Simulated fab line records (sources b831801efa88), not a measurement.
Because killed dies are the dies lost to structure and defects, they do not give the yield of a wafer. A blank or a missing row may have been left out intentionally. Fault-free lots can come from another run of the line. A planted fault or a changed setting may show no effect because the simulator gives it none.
Which tool did it? -- flow gf180mcu -- Sampling: 7 lots, 21 wafers, 2 of 602 route steps

## WHAT THE GAUGES SHOWED, per wafer
GF_VT_IMPLANT_TW_MEAS_43.
lot,measured,on,VT_IMPLANT_4_TW
L637,day 8 05:40,filmMetro-03,699 700 699
L639,day 8 20:02,filmMetro-01,690 690 694
L642,day 9 16:12,filmMetro-03,698 697 694
L644,day 10 08:25,filmMetro-01,692 694 688
L651,day 12 05:27,filmMetro-04,689 693 689
L653,day 13 01:16,filmMetro-04,686 685 688
L656,day 13 18:18,filmMetro-03,695 699 696

## EACH LOT AND THE TOOL THAT RAN IT (in order: tool; ch and the chambers of the sampled wafers; start)
lot,GF_NWELL_IMPLANT_09
L637,"implanter-02 ch 0, day 3 22:38"
L639,"implanter-04 ch 0, day 4 10:07"
L642,"implanter-02 ch 0, day 5 04:22"
L644,"implanter-01 ch 0, day 5 14:26"
L651,"implanter-02 ch 0, day 7 02:55"
L653,"implanter-04 ch 0, day 7 18:55"
L656,"implanter-01 ch 0, day 8 08:14"
- GF_NWELL_IMPLANT_09

## THE ANSWER, worked out from the rows above alone
Rule: what is usual is taken from the lots themselves. Put in order of their means at a reading, lots are off if they are a third of the lots or fewer, leave a main group of 4 or more, and stand apart from it by a gap of 3 or more times the standard deviation of the main group's means; of several such gaps the widest counts. If all means in a main group match to the digits the tables above print for the reading, that group is not used. Also off: a lot with no number at a reading for which 4 or more lots have one. Where the step has rows for the other lots, those lots are counted as sound.
Nothing can be told from this: no lot is off at any reading shown.

## WHAT THE SIMULATOR HAD INSERTED
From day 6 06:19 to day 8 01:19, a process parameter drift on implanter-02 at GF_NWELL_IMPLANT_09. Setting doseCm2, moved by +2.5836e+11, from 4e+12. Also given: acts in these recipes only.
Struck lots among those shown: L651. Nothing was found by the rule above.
